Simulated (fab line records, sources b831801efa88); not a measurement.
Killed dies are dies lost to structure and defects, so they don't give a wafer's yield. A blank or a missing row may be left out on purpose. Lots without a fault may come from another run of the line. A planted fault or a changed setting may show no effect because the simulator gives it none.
Chamber matching | flow sky130 | SKY_VIA1_CMP_02 on cmp-02: 4 sister chambers
The step polishes SiO2. 4 wafers are shown with their chamber, then 11 later ones without.

WAFERS WITH THEIR CHAMBER
wafer  | chamber | motor_current_A (A)
L086.4 | 0       | 12.1
L089.1 | 1       | 11.9
L089.4 | 2       | 10.2
L092.1 | 3       | 11.3

WAFERS WITHOUT THEIR CHAMBER
wafer  | motor_current_A (A)
L092.3 | 10.7
L092.4 | 12.3
L094.2 | 12.3
L094.4 | 11.6
L094.6 | 12.7
L096.4 | 10.6
L096.5 | 11.3
L096.6 | 11.2
L097.3 | 11.1
L097.4 | 12.6
L097.5 | 12.4

WHICH CHAMBER EACH WENT THROUGH
wafer  | from the rows above          | in truth
L092.3 | can't be placed: 2 or 3      | 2
L092.4 | can't be placed: 0 or 1      | 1
L094.2 | can't be placed: 0 or 1      | 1
L094.4 | can't be placed: 3 or 1 or 0 | 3
L094.6 | can't be placed: 0 or 1      | 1
L096.4 | can't be placed: 2 or 3      | 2
L096.5 | can't be placed: 3 or 1      | 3
L096.6 | can't be placed: 3 or 1      | 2
L097.3 | can't be placed: 3 or 1      | 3
L097.4 | can't be placed: 0 or 1      | 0
L097.5 | can't be placed: 0 or 1      | 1
Placed correctly: 0 of 11. Can't be placed from these rows: 11 (the true chamber is among the candidates in 10). Placed wrongly: 0.
How it was worked out, from the rows above alone: a wafer's distance from a chamber is the root of the sum, over the readings, of the square of ((its reading less the chamber's mean) divided by the reading's scatter). The wafer belongs to the nearest chamber; if the next one is less than 2 further off, it can't be placed. A chamber's mean is the mean of its shown wafers. The scatter: with one shown wafer a chamber, the root of the mean of the squares of how far each hidden wafer lies from its nearest shown one.
